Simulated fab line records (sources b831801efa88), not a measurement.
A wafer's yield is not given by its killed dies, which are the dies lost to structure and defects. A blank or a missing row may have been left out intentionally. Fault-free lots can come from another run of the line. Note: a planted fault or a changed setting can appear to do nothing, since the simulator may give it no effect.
Matching of chambers | flow gf180mcu | rie-si-01 running GF_POLY_GATE_ETCH_13: 4 sister chambers
The step etches poly-Si in HBr/Cl2, stops on SiO2, target depth 198.5 nm, time 69.6 s. 4 wafers are shown with their chamber, then 7 later ones without.

== WAFERS WITH THEIR CHAMBER ==
wafer  | chamber | run-length-s (s)
L592.1 | 1       | 98.1
L592.3 | 3       | 97.4
L598.4 | 0       | 98.1
L598.5 | 2       | 97.9

== WAFERS WHOSE CHAMBER IS MISSING ==
wafer  | run-length-s (s)
L598.6 | 97.3
L599.1 | 97.1
L599.2 | 98.1
L599.5 | 98.1
L600.3 | 97.6
L600.5 | 97.3
L600.6 | 97.5

== EACH ONE'S CHAMBER ==
wafer  | from the rows above               | in truth
L598.6 | 3                                 | 3
L599.1 | 3                                 | 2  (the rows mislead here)
L599.2 | can't be placed: 0 or 1 or 2      | 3
L599.5 | can't be placed: 0 or 1 or 2      | 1
L600.3 | can't be placed: 3 or 2 or 0 or 1 | 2
L600.5 | 3                                 | 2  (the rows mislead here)
L600.6 | can't be placed: 3 or 2           | 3
1 of 7 placed correctly. Cannot be placed on the basis of these rows: 4; the candidates contain the true chamber in 3. 2 placed wrongly.
How it was worked out, from the rows above alone: a wafer's distance from a chamber is the root of the sum, over the readings, of the square of ((its reading less the chamber's mean) divided by the reading's scatter). The wafer belongs to the nearest chamber; if the next one is less than 2 further off, it can't be placed. A chamber's mean is the mean of its shown wafers. The scatter (one wafer shown for each chamber): square how far every hidden wafer sits from the nearest shown wafer, average those squares and take the square root.
